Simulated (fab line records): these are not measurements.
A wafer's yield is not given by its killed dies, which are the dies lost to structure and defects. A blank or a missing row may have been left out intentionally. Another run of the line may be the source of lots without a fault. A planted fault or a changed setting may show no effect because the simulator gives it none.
fab line records ; flow gf180mcu ; part 1 of 2: steps 1 to 33 of 45
record: lots: 5; wafers: 15; lastDay: 34
route steps=602 shown STI@17 DNWELL@32 NWELL@42 LVPWELL@54
lots that met no fault: taken from a fault-free run of the same line
startH: hours from the record's opening day to when the first of the lot's shown wafers began ; waitH: hours since the lot's step before ; " identical to the entry in the row above ; L1.1+2: a row that stands for several wafers ; - value missing, or start not given ; * or withheld: withheld ; < > ~ a bound
route shown NAME@n: names a module that has steps shown in the file, with the first one's number in the route ; usual: average and standard deviation across the fault-free wafers ; same: alike in all rows ; chamber/n: place in a boat ; sites: readings site by site ; _std_site: standard deviation of those values ; _edge_site: the outer-site mean with the inner-site mean subtracted ; radiusMm: for every site, how far away it sits from the centre of the wafer ; mask NAME#n: copy n ; behind: the tool/chamber that last shaped the wafer ; hold: cause of the lot's hold/its duration in hours/its outcome ; device: transistor that didn't switch, given as n, p or np ; end of line: the route-end tests of the same wafers ; a step with no rows: only its recipe ; killed: count of dies lost to structure and defects at first sort (not the wafer's yield) ; map: a wafer's dies, x killed, . not, _ none there
set.NAME: setting as actually run; set.NAME@STEP: the setting as run at that earlier step ; model.NAME: the simulator's own value behind a step, which no gauge read
lots at selected steps of the route; one table per step, one row per wafer
services: when a tool's chamber went out of use (startH, in hours from the record's first day, below 0 if earlier), for how many hours, and the reason
== steps ==
step: GF_STI_CLEAN_16
recipe: chemistry: dHF; timeS: 25; dilution: 100:1
lot.wafer;tool;chamber;startH;waitH
L076.3+5+6;wetBench-01;2;35.81;0.0
L078.1+3+4;wetBench-01;2;46.24;0.1
L080.1+5+6;wetBench-04;1;58.36;0.1
L083.1+2+4;wetBench-04;0;73.21;0.1
L095.1+4+5;wetBench-01;2;133.84;0.1
step: GF_STI_WET_ETCH_17
recipe: chemistry: H3PO4; targetDepthNm: 45; tempC: 160; target: Si3N4; timeS: 514
usual: bathHeatDutyPct: 27.2/2.5
lot.wafer;tool;chamber;startH;waitH;bathHeatDutyPct
L076.3;wetBench-04;1;35.83;0.0;25.3
L076.5;wetBench-04;1;35.83;0.0;24.5
L076.6;wetBench-04;1;35.83;0.0;24.9
L078.1;wetBench-03;0;46.26;0.0;28.4
L078.3;wetBench-03;0;46.26;0.0;31.5
L078.4;wetBench-03;0;46.26;0.0;28.1
L080.1;wetBench-01;2;58.39;0.0;28.4
L080.5;wetBench-01;2;58.39;0.0;29.9
L080.6;wetBench-01;2;58.39;0.0;27.7
L083.1;wetBench-01;0;73.23;0.0;23.4
L083.2;wetBench-01;0;73.23;0.0;22.0
L083.4;wetBench-01;0;73.23;0.0;23.0
L095.1;wetBench-03;1;133.88;0.0;23.3
L095.4;wetBench-03;1;133.88;0.0;24.4
L095.5;wetBench-03;1;133.88;0.0;23.1
step: GF_STI_CLEAN_18
recipe: chemistry: SC1/SC2; mix: 1:4:20; tempC: 70; timeS: 150
usual: bathHeatDutyPct: 13.2/1.2
lot.wafer;tool;chamber;startH;waitH;bathHeatDutyPct
L076.3;wetBench-01;1;36.16;0.0;12.9
L076.5;wetBench-01;1;36.16;0.0;12.9
L076.6;wetBench-01;1;36.16;0.0;12.6
L078.1;wetBench-04;3;46.41;0.0;15.6
L078.3;wetBench-04;3;46.41;0.0;15.1
L078.4;wetBench-04;3;46.41;0.0;15.4
L080.1;wetBench-03;1;58.55;0.0;13.8
L080.5;wetBench-03;1;58.55;0.0;12.2
L080.6;wetBench-03;1;58.55;0.0;13.0
L083.1;wetBench-03;2;73.39;0.0;11.9
L083.2;wetBench-03;2;73.39;0.0;12.5
L083.4;wetBench-03;2;73.39;0.0;13.5
L095.1;wetBench-04;1;134.03;0.0;11.5
L095.4;wetBench-04;1;134.03;0.0;11.6
L095.5;wetBench-04;1;134.03;0.0;12.2
step: GF_STI_CLEAN_19
recipe: chemistry: dHF; timeS: 20; dilution: 100:1
lot.wafer;tool;chamber;startH;waitH
L076.3+5+6;wetBench-03;3;36.21;0.0
L078.1+3+4;wetBench-01;0;46.52;0.0
L080.1+5+6;wetBench-04;2;58.60;0.0
L083.1+2+4;wetBench-04;0;73.44;0.0
L095.1+4+5;wetBench-01;2;134.08;0.0
step: GF_STI_WET_ETCH_20
recipe: chemistry: dHF; dilution: 100:1; targetDepthNm: 20; tempC: 25; dry: ipaMarangoni; target: SiO2; timeS: 400
usual: bathHeatDutyPct: 6.4/0.63
lot.wafer;tool;chamber;startH;waitH;bathHeatDutyPct
L076.3;wetBench-04;0;36.22;0.0;6.8
L076.5;wetBench-04;0;36.22;0.0;5.4
L076.6;wetBench-04;0;36.22;0.0;6.5
L078.1;wetBench-03;3;46.54;0.0;5.3
L078.3;wetBench-03;3;46.54;0.0;5.8
L078.4;wetBench-03;3;46.54;0.0;6.6
L080.1;wetBench-01;2;58.62;0.0;6.3
L080.5;wetBench-01;2;58.62;0.0;6.7
L080.6;wetBench-01;2;58.62;0.0;6.8
L083.1;wetBench-01;3;73.46;0.0;6.2
L083.2;wetBench-01;3;73.46;0.0;6.3
L083.4;wetBench-01;3;73.46;0.0;6.9
L095.1;wetBench-03;0;134.11;0.0;7.8
L095.4;wetBench-03;0;134.11;0.0;7.3
L095.5;wetBench-03;0;134.11;0.0;7.0
step: GF_STI_OXIDATION_21
recipe: tempC: 1000; ambient: O2; stabiliseS: 600; purgeS: 300; targetThkA: 150; oxTimeS: 458
lot.wafer;tool;chamber;startH;waitH
L076.3+5+6;furnace-02;0;36.51;0.0
L078.1+3+4;furnace-02;0;46.65;0.0
L080.1+5+6;furnace-01;0;59.36;0.6
L083.1+2+4;furnace-01;0;73.59;0.0
L095.1+4+5;furnace-02;0;134.23;0.0
step: GF_STI_THK_MEAS_22
recipe: reads: SiO2_of_STI_OXIDATION_21
usual: STI_OXIDATION_01_THK: 14.98/0.25
lot.wafer;tool;chamber;startH;waitH;STI_OXIDATION_01_THK[nm]
L076.3;filmMetro-01;-;37.66;0.0;14.88
L076.5;filmMetro-01;-;37.66;0.0;14.67
L076.6;filmMetro-01;-;37.66;0.0;14.76
L078.1;filmMetro-04;-;47.78;0.0;14.95
L078.3;filmMetro-04;-;47.78;0.0;14.95
L078.4;filmMetro-04;-;47.78;0.0;14.98
L080.1;filmMetro-04;-;60.49;0.0;15.02
L080.5;filmMetro-04;-;60.49;0.0;14.89
L080.6;filmMetro-04;-;60.49;0.0;14.94
L083.1;filmMetro-01;-;74.72;0.0;14.55
L083.2;filmMetro-01;-;74.72;0.0;14.30
L083.4;filmMetro-01;-;74.72;0.0;14.78
L095.1;filmMetro-02;-;135.35;0.0;15.57
L095.4;filmMetro-02;-;135.35;0.0;15.33
L095.5;filmMetro-02;-;135.35;0.0;15.35
step: GF_STI_CVD_23
recipe: material: SiO2; targetThkNm: 650; sigmaOpenFrac: 0.3; timeS: 108.3; tempC: 600; sih4FlowSccm: 60; pressureMtorr: 6
usual: pressureMtorr: 6.001/0.011
lot.wafer;tool;chamber;startH;waitH;pressureMtorr
L076.3;hdpcvd-01;0;37.70;0.0;5.986
L076.5;hdpcvd-01;2;37.70;0.0;5.999
L076.6;hdpcvd-01;1;37.70;0.0;5.998
L078.1;hdpcvd-02;2;47.84;0.1;5.996
L078.3;hdpcvd-02;0;47.84;0.1;5.993
L078.4;hdpcvd-02;2;47.84;0.1;5.992
L080.1;hdpcvd-02;2;60.55;0.1;5.977
L080.5;hdpcvd-02;0;60.55;0.1;5.997
L080.6;hdpcvd-02;2;60.55;0.1;5.991
L083.1;hdpcvd-01;1;74.78;0.1;6.005
L083.2;hdpcvd-01;2;74.78;0.1;6.018
L083.4;hdpcvd-01;1;74.78;0.1;6.011
L095.1;hdpcvd-01;0;135.41;0.1;6.012
L095.4;hdpcvd-01;0;135.41;0.1;6.006
L095.5;hdpcvd-01;1;135.41;0.1;6.003
step: GF_STI_THK_MEAS_24
recipe: reads: SiO2_of_STI_CVD_23
usual: STI_CVD_23_THK: 648/5.7
lot.wafer;tool;chamber;startH;waitH;STI_CVD_23_THK[nm]
L076.3;filmMetro-04;-;37.80;0.1;651
L076.5;filmMetro-04;-;37.80;0.1;647
L076.6;filmMetro-04;-;37.80;0.1;651
L078.1;filmMetro-04;-;47.92;0.0;654
L078.3;filmMetro-04;-;47.92;0.0;646
L078.4;filmMetro-04;-;47.92;0.0;650
L080.1;filmMetro-04;-;60.66;0.1;649
L080.5;filmMetro-04;-;60.66;0.1;653
L080.6;filmMetro-04;-;60.66;0.1;658
L083.1;filmMetro-04;-;74.89;0.1;646
L083.2;filmMetro-04;-;74.89;0.1;647
L083.4;filmMetro-04;-;74.89;0.1;641
L095.1;filmMetro-01;-;135.49;0.0;657
L095.4;filmMetro-01;-;135.49;0.0;656
L095.5;filmMetro-01;-;135.49;0.0;649
step: GF_STI_CMP_25
recipe: stopOn: Si3N4; tOverpolishS: 33; downForcePsi: 4; platenRpm: 60; targetThkNm: 524.6; padVelocityMS: 0.94248
usual: motorCurrentA: 12.7/1.3; overpolishRunS: 33.000/0.0097; retainingRingPressureFrac: 0.999/0.0048; timeToEndpointS: 121/3.4
lot.wafer;tool;chamber;startH;waitH;motorCurrentA;overpolishRunS;retainingRingPressureFrac;timeToEndpointS
L076.3;cmp-01;1;37.89;0.1;11.3;33.010;0.995;120
L076.5;cmp-01;0;37.89;0.1;13.7;32.993;0.999;117
L076.6;cmp-01;1;37.89;0.1;11.8;33.001;0.992;121
L078.3;cmp-01;2;48.03;0.1;12.5;32.986;1.000;119
L078.1;cmp-01;3;48.03;0.1;10.6;33.009;1.005;122
L078.4;cmp-01;0;48.03;0.1;14.1;32.997;1.001;116
L080.1;cmp-02;1;60.72;0.1;14.9;32.992;0.999;125
L080.5;cmp-02;1;60.72;0.1;14.9;32.997;0.995;128
L080.6;cmp-02;2;60.72;0.1;14.1;32.995;1.011;130
L083.2;cmp-02;3;74.95;0.0;12.2;33.012;1.005;116
L083.1;cmp-02;1;74.95;0.0;15.5;32.995;0.998;119
L083.4;cmp-02;2;74.95;0.0;14.6;33.006;0.994;118
L095.1;cmp-02;1;135.55;0.1;13.8;32.998;1.007;118
L095.4;cmp-02;0;135.55;0.1;13.3;33.010;0.998;124
L095.5;cmp-02;1;135.55;0.1;14.0;33.012;1.001;123
step: GF_STI_WET_ETCH_26
recipe: chemistry: dHF; targetDepthNm: 94; target: SiO2; tempC: 25; dilution: 10:1; timeS: 188
usual: bathHeatDutyPct: 6.2/0.68
lot.wafer;tool;chamber;startH;waitH;bathHeatDutyPct
L076.3;wetBench-04;3;38.14;0.2;7.2
L076.5;wetBench-04;3;38.14;0.2;6.9
L076.6;wetBench-04;3;38.14;0.2;8.3
L078.1;wetBench-03;1;48.28;0.1;6.5
L078.3;wetBench-03;1;48.28;0.1;5.5
L078.4;wetBench-03;1;48.28;0.1;6.5
L080.1;wetBench-01;1;61.02;0.2;6.8
L080.5;wetBench-01;1;61.02;0.2;5.8
L080.6;wetBench-01;1;61.02;0.2;6.2
L083.1;wetBench-04;3;75.25;0.1;7.4
L083.2;wetBench-04;3;75.25;0.1;7.1
L083.4;wetBench-04;3;75.25;0.1;7.0
L095.1;wetBench-04;3;135.85;0.2;6.7
L095.4;wetBench-04;3;135.85;0.2;7.2
L095.5;wetBench-04;3;135.85;0.2;7.1
step: GF_STI_WET_ETCH_27
recipe: chemistry: H3PO4; targetDepthNm: 160; target: Si3N4; tempC: 160; timeS: 1825
usual: bathHeatDutyPct: 26.6/2.3
lot.wafer;tool;chamber;startH;waitH;bathHeatDutyPct
L076.3;wetBench-03;1;38.27;0.0;23.9
L076.5;wetBench-03;1;38.27;0.0;24.7
L076.6;wetBench-03;1;38.27;0.0;24.0
L078.1;wetBench-04;3;48.34;0.0;30.0
L078.3;wetBench-04;3;48.34;0.0;28.8
L078.4;wetBench-04;3;48.34;0.0;29.3
L080.1;wetBench-03;2;61.08;0.0;23.9
L080.5;wetBench-03;2;61.08;0.0;24.0
L080.6;wetBench-03;2;61.08;0.0;25.3
L083.1;wetBench-03;3;75.31;0.0;27.5
L083.2;wetBench-03;3;75.31;0.0;27.5
L083.4;wetBench-03;3;75.31;0.0;25.2
L095.1;wetBench-03;0;135.91;0.0;30.1
L095.4;wetBench-03;0;135.91;0.0;31.2
L095.5;wetBench-03;0;135.91;0.0;29.5
step: GF_STI_WET_ETCH_28
recipe: chemistry: dHF; targetDepthNm: 20; dry: ipaMarangoni; target: SiO2; tempC: 25; dilution: 10:1; timeS: 40
usual: bathHeatDutyPct: 6.4/0.77
lot.wafer;tool;chamber;startH;waitH;bathHeatDutyPct
L076.3;wetBench-04;2;38.83;0.0;5.8
L076.5;wetBench-04;2;38.83;0.0;5.9
L076.6;wetBench-04;2;38.83;0.0;6.6
L078.1;wetBench-01;2;49.46;0.0;6.4
L078.3;wetBench-01;2;49.46;0.0;6.7
L078.4;wetBench-01;2;49.46;0.0;7.4
L080.1;wetBench-01;3;61.60;0.0;6.0
L080.5;wetBench-01;3;61.60;0.0;6.4
L080.6;wetBench-01;3;61.60;0.0;5.6
L083.1;wetBench-04;2;75.83;0.0;6.1
L083.2;wetBench-04;2;75.83;0.0;5.8
L083.4;wetBench-04;2;75.83;0.0;6.7
L095.1;wetBench-04;1;136.43;0.0;5.4
L095.4;wetBench-04;1;136.43;0.0;5.9
L095.5;wetBench-04;1;136.43;0.0;5.8
step: GF_STI_OXIDATION_29
recipe: tempC: 900; ambient: O2; stabiliseS: 600; purgeS: 300; targetThkA: 100; oxTimeS: 1418
lot.wafer;tool;chamber;startH;waitH
L076.3+5+6;furnace-01;0;38.87;0.0
L078.1+3+4;furnace-01;0;49.48;0.0
L080.1+5+6;furnace-02;0;61.98;0.4
L083.1+2+4;furnace-01;0;76.51;0.7
L095.1+4+5;furnace-02;0;136.75;0.3
step: GF_STI_THK_MEAS_30
recipe: reads: SiO2_of_STI_OXIDATION_29
usual: STI_OXIDATION_02_THK: 10.06/0.16
lot.wafer;tool;chamber;startH;waitH;STI_OXIDATION_02_THK[nm]
L076.3;filmMetro-01;-;40.29;0.0;9.94
L076.5;filmMetro-01;-;40.29;0.0;9.92
L076.6;filmMetro-01;-;40.29;0.0;9.95
L078.1;filmMetro-01;-;50.88;0.0;9.88
L078.3;filmMetro-01;-;50.88;0.0;10.00
L078.4;filmMetro-01;-;50.88;0.0;10.02
L080.1;filmMetro-01;-;63.38;0.0;10.22
L080.5;filmMetro-01;-;63.38;0.0;10.20
L080.6;filmMetro-01;-;63.38;0.0;10.46
L083.1;filmMetro-04;-;77.91;0.0;9.96
L083.2;filmMetro-04;-;77.91;0.0;10.13
L083.4;filmMetro-04;-;77.91;0.0;10.06
L095.1;filmMetro-02;-;138.14;0.0;9.94
L095.4;filmMetro-02;-;138.14;0.0;10.07
L095.5;filmMetro-02;-;138.14;0.0;10.12
step: GF_DNWELL_DEHYDRATE_00
recipe: tempC: 200; timeS: 60
lot.wafer;tool;chamber;startH;waitH
L076.3+5+6;lithoTrack-04;0;46.04;5.7
L078.1+3+4;lithoTrack-02;0;56.39;5.5
L080.1+5+6;lithoTrack-04;0;68.79;5.4
L083.1+2+4;lithoTrack-03;0;83.84;5.9
L095.1+4+5;lithoTrack-04;0;145.39;7.2
step: GF_DNWELL_HMDS_01
recipe: primeTimeS: 60; primeTempC: 120
usual: primeTempC: 120.03/0.13
lot.wafer;tool;chamber;startH;waitH;primeTempC
L076.3;lithoTrack-04;0;46.19;0.1;120.25
L076.5;lithoTrack-04;0;46.19;0.1;120.10
L076.6;lithoTrack-04;0;46.19;0.1;120.19
L078.1;lithoTrack-02;0;56.54;0.1;120.15
L078.3;lithoTrack-02;0;56.54;0.1;119.95
L078.4;lithoTrack-02;0;56.54;0.1;120.00
L080.1;lithoTrack-04;0;68.94;0.1;120.08
L080.5;lithoTrack-04;0;68.94;0.1;120.07
L080.6;lithoTrack-04;0;68.94;0.1;120.16
L083.1;lithoTrack-03;0;83.99;0.1;120.33
L083.2;lithoTrack-03;0;83.99;0.1;120.17
L083.4;lithoTrack-03;0;83.99;0.1;120.25
L095.1;lithoTrack-04;0;145.54;0.1;119.93
L095.4;lithoTrack-04;0;145.54;0.1;120.01
L095.5;lithoTrack-04;0;145.54;0.1;120.16
step: GF_DNWELL_COAT_02
recipe: spinRpm: 2000; resistThkNm: 3000
lot.wafer;tool;chamber;startH;waitH
L076.3+5+6;lithoTrack-04;0;46.34;0.1
L078.1+3+4;lithoTrack-02;0;56.69;0.1
L080.1+5+6;lithoTrack-04;0;69.09;0.1
L083.1+2+4;lithoTrack-03;0;84.14;0.1
L095.1+4+5;lithoTrack-04;0;145.69;0.1
step: GF_DNWELL_SOFTBAKE_03
recipe: tempC: 110; timeS: withheld
lot.wafer;tool;chamber;startH;waitH
L076.3+5+6;lithoTrack-04;0;46.51;0.1
L078.1+3+4;lithoTrack-02;0;56.84;0.1
L080.1+5+6;lithoTrack-04;0;69.24;0.1
L083.1+2+4;lithoTrack-03;0;84.29;0.1
L095.1+4+5;lithoTrack-04;0;145.84;0.1
step: GF_DNWELL_EXPOSE_04
recipe: maskId: DNWELL; targetCdNm: 1700; na: 0.6; sourceShape: conventional; sigmaOuter: 0.6; doseMj: 260
same: na: 0.6
lot.wafer;tool;chamber;startH;waitH;mask
L076.3+5+6;ilineStepper-02;0;-;-;DNWELL#0
L078.1+3+4;ilineStepper-01;0;-;-;DNWELL#0
L080.1+5+6;ilineStepper-02;0;-;-;DNWELL#0
L083.1+2+4;ilineStepper-01;0;-;-;DNWELL#0
L095.1+4+5;ilineStepper-01;0;-;-;DNWELL#0
step: GF_DNWELL_PEB_05
recipe: tempC: 115; timeS: withheld
lot.wafer;tool;chamber;startH;waitH
L076.3+5+6;lithoTrack-03;0;-;-
L078.1+3+4;lithoTrack-04;0;-;-
L080.1+5+6;lithoTrack-04;0;-;-
L083.1+2+4;lithoTrack-03;0;-;-
L095.1+4+5;lithoTrack-04;0;-;-
step: GF_DNWELL_DEVELOP_06
recipe: wallAngleDeg: 90; developTimeS: 60; devTempC: 23
lot.wafer;tool;chamber;startH;waitH
L076.3+5+6;lithoTrack-03;0;-;-
L078.1+3+4;lithoTrack-04;0;-;-
L080.1+5+6;lithoTrack-04;0;-;-
L083.1+2+4;lithoTrack-03;0;-;-
L095.1+4+5;lithoTrack-04;0;-;-
step: GF_DNWELL_IMPLANT_07
recipe: species: P; energyKev: 1500; doseCm2: 1e+13; tiltDeg: 0
usual: doseIonsCm2: 1e+13/1.2e+10
lot.wafer;tool;chamber;startH;waitH;doseIonsCm2
L076.3;implanter-04;0;52.93;-;1e+13
L076.5;implanter-04;0;52.93;-;1.0003e+13
L076.6;implanter-04;0;52.93;-;9.991e+12
L078.1;implanter-02;0;63.34;-;1.0022e+13
L078.3;implanter-02;0;63.34;-;1.002e+13
L078.4;implanter-02;0;63.34;-;1.0023e+13
L080.1;implanter-02;0;75.84;-;1.0001e+13
L080.5;implanter-02;0;75.84;-;1.0003e+13
L080.6;implanter-02;0;75.84;-;1.0003e+13
L083.1;implanter-04;0;91.09;-;1.0001e+13
L083.2;implanter-04;0;91.09;-;9.984e+12
L083.4;implanter-04;0;91.09;-;1.0019e+13
L095.1;implanter-04;0;152.99;-;9.99e+12
L095.4;implanter-04;0;152.99;-;9.967e+12
L095.5;implanter-04;0;152.99;-;9.972e+12
step: GF_DNWELL_STRIP_08
recipe: chemistry: O2/N2; powerW: 1400; pressureMtorr: 1500; platenTempC: 250; o2FlowSccm: 3000; n2FlowSccm: 300; overashFraction: 0.5
usual: drypumpMotorCurrentA: 5.6/0.41; heaterPowerW: 330/16; oesProductAu: 0.722/0.0044; stripTimeToEndpointS: 36.95/0.13
same: overashFraction: 0.5
lot.wafer;tool;chamber;startH;waitH;drypumpMotorCurrentA;heaterPowerW;oesProductAu;rfHoursCounterH;stripTimeToEndpointS
L076.3;plasmaAsher-04;1;53.06;0.1;5.2;322;0.725;-;36.91
L076.5;plasmaAsher-04;0;53.06;0.1;6.0;337;0.719;-;36.95
L076.6;plasmaAsher-04;1;53.06;0.1;5.2;321;0.720;-;36.90
L078.1;plasmaAsher-01;0;63.49;0.1;5.8;324;0.730;45;36.98
L078.3;plasmaAsher-01;1;63.49;0.1;5.9;349;0.712;-;37.14
L078.4;plasmaAsher-01;0;63.49;0.1;5.8;324;0.717;-;36.94
L080.1;plasmaAsher-04;1;75.99;0.1;5.2;327;0.729;40;36.87
L080.5;plasmaAsher-04;0;75.99;0.1;6.0;347;0.723;-;36.99
L080.6;plasmaAsher-04;1;75.99;0.1;5.2;321;0.720;-;36.96
L083.1;plasmaAsher-03;0;91.24;0.1;5.0;321;0.718;45;36.85
L083.2;plasmaAsher-03;1;91.24;0.1;6.0;331;0.721;45;36.94
L083.4;plasmaAsher-03;0;91.24;0.1;5.0;318;0.725;-;36.90
L095.1;plasmaAsher-01;1;153.14;0.1;5.9;363;0.730;3;36.94
L095.4;plasmaAsher-01;0;153.14;0.1;5.8;309;0.719;-;36.91
L095.5;plasmaAsher-01;0;153.14;0.1;5.8;308;0.719;-;36.82
step: GF_DNWELL_TW_MEAS_09
usual: DNWELL_TW: 1339/12
lot.wafer;tool;chamber;startH;waitH;DNWELL_TW
L076.3;filmMetro-04;-;53.15;0.1;1331
L076.5;filmMetro-04;-;53.15;0.1;1334
L076.6;filmMetro-04;-;53.15;0.1;1335
L078.1;filmMetro-01;-;63.59;0.1;1318
L078.3;filmMetro-01;-;63.59;0.1;1321
L078.4;filmMetro-01;-;63.59;0.1;1330
L080.1;filmMetro-04;-;76.09;0.1;1316
L080.5;filmMetro-04;-;76.09;0.1;1313
L080.6;filmMetro-04;-;76.09;0.1;1319
L083.1;filmMetro-04;-;91.34;0.1;1329
L083.2;filmMetro-04;-;91.34;0.1;1320
L083.4;filmMetro-04;-;91.34;0.1;1327
L095.1;filmMetro-03;-;153.24;0.1;1324
L095.4;filmMetro-03;-;153.24;0.1;1332
L095.5;filmMetro-03;-;153.24;0.1;1329
step: GF_NWELL_DEHYDRATE_00
recipe: tempC: 200; timeS: 60
lot.wafer;tool;chamber;startH;waitH
L076.3+5+6;lithoTrack-02;0;58.69;5.5
L078.1+3+4;lithoTrack-04;0;69.44;5.8
L080.1+5+6;lithoTrack-02;0;82.04;5.9
L083.1+2+4;lithoTrack-01;0;97.32;6.0
L095.1+4+5;lithoTrack-01;0;160.67;7.4
step: GF_NWELL_HMDS_01
recipe: primeTimeS: 60; primeTempC: 120
usual: primeTempC: 119.99/0.15
lot.wafer;tool;chamber;startH;waitH;primeTempC
L076.3;lithoTrack-02;0;58.84;0.1;119.90
L076.5;lithoTrack-02;0;58.84;0.1;119.93
L076.6;lithoTrack-02;0;58.84;0.1;119.79
L078.1;lithoTrack-04;0;69.59;0.1;120.25
L078.3;lithoTrack-04;0;69.59;0.1;120.33
L078.4;lithoTrack-04;0;69.59;0.1;119.93
L080.1;lithoTrack-02;0;82.19;0.1;120.14
L080.5;lithoTrack-02;0;82.19;0.1;120.14
L080.6;lithoTrack-02;0;82.19;0.1;120.27
L083.1;lithoTrack-01;0;97.47;0.1;119.92
L083.2;lithoTrack-01;0;97.47;0.1;119.99
L083.4;lithoTrack-01;0;97.47;0.1;120.00
L095.1;lithoTrack-01;0;160.82;0.1;119.81
L095.4;lithoTrack-01;0;160.82;0.1;119.98
L095.5;lithoTrack-01;0;160.82;0.1;120.26
step: GF_NWELL_COAT_02
recipe: spinRpm: 2000; resistThkNm: 3000
lot.wafer;tool;chamber;startH;waitH
L076.3+5+6;lithoTrack-02;0;58.99;0.1
L078.1+3+4;lithoTrack-04;0;69.74;0.1
L080.1+5+6;lithoTrack-02;0;82.34;0.1
L083.1+2+4;lithoTrack-01;0;97.62;0.1
L095.1+4+5;lithoTrack-01;0;160.97;0.1
step: GF_NWELL_SOFTBAKE_03
recipe: tempC: 110; timeS: withheld
lot.wafer;tool;chamber;startH;waitH
L076.3+5+6;lithoTrack-02;0;59.16;0.1
L078.1+3+4;lithoTrack-04;0;69.89;0.1
L080.1+5+6;lithoTrack-02;0;82.49;0.1
L083.1+2+4;lithoTrack-01;0;97.77;0.1
L095.1+4+5;lithoTrack-01;0;161.12;0.1
step: GF_NWELL_EXPOSE_04
recipe: maskId: Nwell; targetCdNm: 860; na: 0.6; sourceShape: conventional; sigmaOuter: 0.6; doseMj: 260
same: na: 0.6
lot.wafer;tool;chamber;startH;waitH;mask
L076.3+5+6;ilineStepper-01;0;-;-;Nwell#0
L078.1+3+4;ilineStepper-01;0;-;-;Nwell#0
L080.1+5+6;ilineStepper-01;0;-;-;Nwell#0
L083.1+2+4;ilineStepper-02;0;-;-;Nwell#0
L095.1+4+5;ilineStepper-02;0;-;-;Nwell#0
step: GF_NWELL_PEB_05
recipe: tempC: 115; timeS: withheld
lot.wafer;tool;chamber;startH;waitH
L076.3+5+6;lithoTrack-01;0;-;-
L078.1+3+4;lithoTrack-04;0;-;-
L080.1+5+6;lithoTrack-01;0;-;-
L083.1+2+4;lithoTrack-04;0;-;-
L095.1+4+5;lithoTrack-01;0;-;-
step: GF_NWELL_DEVELOP_06
recipe: wallAngleDeg: 90; developTimeS: 60; devTempC: 23
lot.wafer;tool;chamber;startH;waitH
L076.3+5+6;lithoTrack-01;0;-;-
L078.1+3+4;lithoTrack-04;0;-;-
L080.1+5+6;lithoTrack-01;0;-;-
L083.1+2+4;lithoTrack-04;0;-;-
L095.1+4+5;lithoTrack-01;0;-;-
step: GF_NWELL_OVL_MEAS_07
usual: NWELL_OVL: -0.2/1.5
lot.wafer;tool;chamber;startH;waitH;NWELL_OVL[nm]
L076.3;overlay-01;-;65.63;-;-2.8
L076.5;overlay-01;-;65.63;-;-0.9
L076.6;overlay-01;-;65.63;-;-1.7
L078.1;overlay-02;-;76.84;-;-1.2
L078.3;overlay-02;-;76.84;-;-2.6
L078.4;overlay-02;-;76.84;-;-0.8
L080.1;overlay-02;-;89.12;-;1.1
L080.5;overlay-02;-;89.12;-;-1.3
L080.6;overlay-02;-;89.12;-;-1.3
L083.1;overlay-02;-;104.99;-;0.5
L083.2;overlay-02;-;104.99;-;1.2
L083.4;overlay-02;-;104.99;-;0.5
L095.1;overlay-01;-;169.07;-;-1.5
L095.4;overlay-01;-;169.07;-;0.8
L095.5;overlay-01;-;169.07;-;-1.1
